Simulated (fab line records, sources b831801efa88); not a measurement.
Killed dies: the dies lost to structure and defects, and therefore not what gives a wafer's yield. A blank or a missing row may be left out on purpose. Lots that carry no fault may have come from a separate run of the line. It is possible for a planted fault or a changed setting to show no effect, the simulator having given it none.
Which tool was responsible? :: flow sky130 :: Sampling: 6 lots, 18 wafers, 2 of 708 route steps

== WHAT THE GAUGES SHOWED, per wafer ==
SKY_VIA4_BOW_MEAS_03.
lot: L881
measured: day 42 03:19
on: filmMetro-02
VIA4_BOW (um): 79 79 93

lot: L883
measured: day 42 14:44
on: filmMetro-03
VIA4_BOW (um): 85 85 91

lot: L885
measured: day 43 02:04
on: filmMetro-01
VIA4_BOW (um): 91 83 89

lot: L888
measured: day 44 00:12
on: filmMetro-03
VIA4_BOW (um): 77 60 70

lot: L890
measured: day 44 05:43
on: filmMetro-02
VIA4_BOW (um): 81 72 81

lot: L896
measured: day 46 08:54
on: filmMetro-03
VIA4_BOW (um): 82 84 83

== WHICH TOOL RAN EACH LOT (tool, then ch and the chambers of the sampled wafers, then the start) ==
lot: L881
SKY_METAL1_STRIP_20: plasmaAsher-04 ch 0,1, day 33 06:09

lot: L883
SKY_METAL1_STRIP_20: plasmaAsher-01 ch 0,1, day 33 22:40

lot: L885
SKY_METAL1_STRIP_20: plasmaAsher-01 ch 0,1, day 34 06:01

lot: L888
SKY_METAL1_STRIP_20: plasmaAsher-01 ch 1, day 35 07:22

lot: L890
SKY_METAL1_STRIP_20: plasmaAsher-01 ch 1, day 35 13:58

lot: L896
SKY_METAL1_STRIP_20: plasmaAsher-01 ch 0,1, day 38 05:53
- SKY_METAL1_STRIP_20: strips in O2/N2.

== THE ANSWER, worked out from the rows above alone ==
Rule: the lots themselves supply what counts as usual. Put in order of their means at a reading, lots are off if they are a third of the lots or fewer, leave a main group of 4 or more, and stand apart from it by a gap of 3 or more times the standard deviation of the main group's means; of several such gaps the widest counts. A main group whose means are all the same, to the digits that the tables above print for the reading, isn't used. A lot without any number at a reading at which 4 lots or more have one is off too. The other lots that the step has rows for count as sound.
No lot is off at any reading shown: from this, nothing can be told.

== WHAT THE SIMULATOR PUT IN ==
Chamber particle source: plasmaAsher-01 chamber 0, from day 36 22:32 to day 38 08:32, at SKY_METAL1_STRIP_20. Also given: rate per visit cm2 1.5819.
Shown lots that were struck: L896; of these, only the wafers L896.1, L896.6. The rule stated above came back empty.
